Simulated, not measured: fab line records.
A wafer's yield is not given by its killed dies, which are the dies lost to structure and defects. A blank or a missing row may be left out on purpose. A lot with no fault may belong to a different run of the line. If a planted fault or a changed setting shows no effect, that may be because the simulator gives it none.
One fault through the eyes of 2 desks | flow sky130 | each desk has only its own numbers; what lay behind them comes last

## TOOL OWNER'S DESK, implanter-04
For each lot that ran on this tool, the mean over its sampled wafers that have a number, from the tool's own readings at SKY_VT_ADJUST_HVTP_IMPLANT_09. A lot is out of limits, marked OUT, if its mean lies more than 4 standard deviations from the usual mean; the brackets give that distance.
Columns: A = dose_ions_cm2 at SKY_VT_ADJUST_HVTP_IMPLANT_09, usual 4.299e+12; B = faraday_current_uA at SKY_VT_ADJUST_HVTP_IMPLANT_09, usual 24.3
lot  | first seen here | A                           | B
L810 | day 6 05:07     | 4.300e+12                   | 24.0
L812 | day 6 17:23     | 4.298e+12                   | 24.6
L813 | day 7 01:08     | 4.294e+12                   | 24.2
L817 | day 8 04:10     | 4.772e+12 (+99 or more) OUT | 26.6 (+4.4) OUT
L819 | day 9 07:17     | 4.779e+12 (+99 or more) OUT | 27.0 (+5.1) OUT
L830 | day 11 19:02    | 4.299e+12                   | 24.3
L831 | day 11 22:10    | 4.296e+12                   | 24.3
This desk's verdict: out of limits on L817, L819, starting with L817 at day 8 04:10 (dose_ions_cm2 at SKY_VT_ADJUST_HVTP_IMPLANT_09). L810, L812, L813, L830, L831 stayed within limits.

## METROLOGY DESK
Means of the sampled wafers that have a number, per lot and without regard to the tool the lot ran on: this is what the gauges read. A lot is out of limits, marked OUT, if its mean lies more than 4 standard deviations from the usual mean; the brackets give that distance.
Columns: A = VT_ADJUST_HVTP_TW at SKY_VT_ADJUST_HVTP_TW_MEAS_11, usual 1344
lot  | first seen here | A
L809 | day 5 23:49     | 1352
L810 | day 6 05:20     | 1330
L811 | day 6 12:56     | 1351
L812 | day 6 17:36     | 1352
L813 | day 7 01:23     | 1340
L817 | day 8 04:23     | 1395 (+8.0) OUT
L819 | day 9 07:30     | 1395 (+7.9) OUT
L821 | day 9 09:59     | 1341
L826 | day 10 14:41    | 1346
L828 | day 10 23:19    | 1336
L830 | day 11 19:17    | 1348
L831 | day 11 22:23    | 1344
L832 | day 12 01:17    | 1344
This desk reports L817, L819 out of limits; the earliest was L817 at day 8 04:23 (VT_ADJUST_HVTP_TW at SKY_VT_ADJUST_HVTP_TW_MEAS_11). L809, L810, L811, L812, L813, L821, L826, L828, L830, L831, L832 stayed within limits.

## TAKEN TOGETHER
On L817, L819, at day 8 04:10, an alarm was possible from the tool owner's desk.
Metrology desk: alarm possible at day 8 04:23 on L817, L819.
On implanter-04, each named lot ran SKY_VT_ADJUST_HVTP_IMPLANT_09.

## WHAT THE SIMULATOR HAD INSERTED
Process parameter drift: implanter-04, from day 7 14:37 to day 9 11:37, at SKY_VT_ADJUST_HVTP_IMPLANT_09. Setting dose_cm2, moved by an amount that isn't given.
Lots struck among those shown: L817, L819.
Delay (hours) between the fault's onset and each desk's first out-of-limits reading: 14 at the tool owner's desk, 14 at the metrology desk.
